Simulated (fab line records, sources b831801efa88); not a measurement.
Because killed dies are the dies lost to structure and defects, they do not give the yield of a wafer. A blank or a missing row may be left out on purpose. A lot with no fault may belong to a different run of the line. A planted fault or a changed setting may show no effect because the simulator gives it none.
2 desks looking at one fault + flow sky130 + every desk sees just its own numbers, and what lay behind them comes last

== THE TOOL OWNER'S DESK: litho track-03 ==
Per lot that ran on this tool, the mean of the sampled wafers carrying a number, from the tool's own readings at SKY_VT_ADJUST_HVTP_SOFTBAKE_03 (time 60 s). Marked OUT: a lot whose mean sits more than 4 standard deviations from the usual mean, which makes it out of limits; the brackets give that distance.
Columns: A = heater power total W at SKY_VT_ADJUST_HVTP_SOFTBAKE_03, usual 56.60 W; B = plate temp C at SKY_VT_ADJUST_HVTP_SOFTBAKE_03, usual 90.00 C
| lot  | first seen here | A                       | B               |
|------|-----------------|-------------------------|-----------------|
| L435 | day 5 15:41     | 56.60                   | 89.93           |
| L439 | day 7 09:36     | 56.60                   | 90.03           |
| L441 | day 7 13:11     | 56.58                   | 89.85           |
| L448 | day 9 05:18     | 50.25 (-99 or more) OUT | 82.76 (-52) OUT |
| L449 | day 9 09:59     | 50.35 (-99 or more) OUT | 82.77 (-52) OUT |
This desk's finding: out of limits on L448, L449; first on L448, day 9 05:18 (heater power total W at SKY_VT_ADJUST_HVTP_SOFTBAKE_03). L435, L439, L441: within limits.

== FROM THE METROLOGY DESK ==
Means of the sampled wafers that have a number, per lot and without regard to the tool the lot ran on: this is what the gauges read. Marked OUT: a lot whose mean sits more than 4 standard deviations from the usual mean, which makes it out of limits; the brackets give that distance.
Columns: A = FIELD_ISO_OXIDATION_00_THK at SKY_FIELD_ISO_THK_MEAS_02, usual 11.85 nm; B = VT_ADJUST_LVTN_TW at SKY_VT_ADJUST_LVTN_TW_MEAS_10, usual 239.7; C = VT_ADJUST_NCORE_TW at SKY_VT_ADJUST_NCORE_TW_MEAS_11, usual 217.5
| lot  | first seen here | A     | B     | C     |
|------|-----------------|-------|-------|-------|
| L434 | day 1 12:22     | 11.75 | 241.9 | 221.4 |
| L435 | day 1 16:38     | 11.81 | 236.2 | 221.4 |
| L438 | day 2 07:53     | 11.91 | 242.1 | 216.8 |
| L439 | day 2 13:35     | 11.78 | 238.3 | 216.2 |
| L441 | day 2 22:50     | 11.75 | 242.4 | 216.2 |
| L442 | day 3 05:54     | 11.89 | 238.8 | 216.4 |
| L448 | day 4 10:02     | 11.90 | 238.0 | 216.6 |
| L449 | day 4 14:47     | 11.87 | 242.1 | 216.4 |
| L451 | day 5 01:33     | 12.43 | 237.6 | 219.9 |
| L452 | day 5 05:43     | 12.13 | 241.5 | 220.4 |
| L453 | day 5 10:38     | 11.67 | 238.8 | 214.5 |
| L456 | day 6 02:05     | 12.11 | 241.1 | 218.7 |
This desk's verdict: no lot among the 12 shows anything out of limits.

== ALL TOGETHER ==
The tool owner's desk could have raised an alarm at day 9 05:18, on L448, L449.
Nothing out of limits was seen by the metrology desk.
The metrology desk has L448, L449 on record, within its limits.
SKY_VT_ADJUST_HVTP_SOFTBAKE_03 was run on litho track-03 by each of the lots named.

== WHAT THE SIMULATOR HAD PUT IN ==
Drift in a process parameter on litho track-03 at SKY_VT_ADJUST_HVTP_SOFTBAKE_03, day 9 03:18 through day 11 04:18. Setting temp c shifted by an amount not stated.
Shown lots that were struck: L448, L449.
How many hours passed from the start of the fault until each desk's first out-of-limits reading: the tool owner's desk, 2.
